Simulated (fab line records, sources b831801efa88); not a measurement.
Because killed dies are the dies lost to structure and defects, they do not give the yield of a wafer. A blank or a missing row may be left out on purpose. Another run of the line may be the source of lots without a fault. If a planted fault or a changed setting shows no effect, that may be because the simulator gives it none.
Chamber matching | flow sky130 | rie-diel-01 running SKY_VIA3_ETCH_15: 4 sister chambers
The step etches SiO2 in C4F8/O2/Ar, stops on TiN, target depth 507 nm, time 78 s. 4 wafers are shown with their chamber, then 11 later ones without.

## WAFERS PAIRED WITH THEIR CHAMBERS
wafer  | chamber | oes-product-au (a.u.)
L088.1 | 1       | 0.945
L089.2 | 2       | 0.942
L089.4 | 0       | 0.937
L092.1 | 3       | 0.932

## WAFERS MISSING THEIR CHAMBER
wafer  | oes-product-au (a.u.)
L092.5 | 0.930
L092.6 | 0.950
L091.1 | 0.937
L091.2 | 0.939
L091.3 | 0.934
L093.1 | 0.940
L093.2 | 0.938
L093.5 | 0.938
L094.1 | 0.942
L094.3 | 0.938
L094.4 | 0.951

## CHAMBER TAKEN BY EACH
wafer  | from the rows above               | in truth
L092.5 | can't be placed: 3 or 0           | 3
L092.6 | can't be placed: 1 or 2           | 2
L091.1 | can't be placed: 0 or 2 or 3      | 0
L091.2 | can't be placed: 0 or 2 or 1 or 3 | 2
L091.3 | can't be placed: 3 or 0           | 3
L093.1 | can't be placed: 2 or 0 or 1      | 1
L093.2 | can't be placed: 0 or 2 or 3      | 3
L093.5 | can't be placed: 0 or 2 or 3      | 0
L094.1 | can't be placed: 2 or 1 or 0      | 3
L094.3 | can't be placed: 0 or 2 or 3      | 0
L094.4 | can't be placed: 1 or 2           | 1
0 of 11 placed correctly. Can't be placed from these rows: 11 (the true chamber is among the candidates in 10). 0 placed wrongly.
How it was worked out, from the rows above alone: a wafer's distance from a chamber is the root of the sum, over the readings, of the square of ((its reading less the chamber's mean) divided by the reading's scatter). The wafer belongs to the nearest chamber; if the next one is less than 2 further off, it can't be placed. A chamber's mean is the mean of its shown wafers. The scatter: with one shown wafer a chamber, the root of the mean of the squares of how far each hidden wafer lies from its nearest shown one.
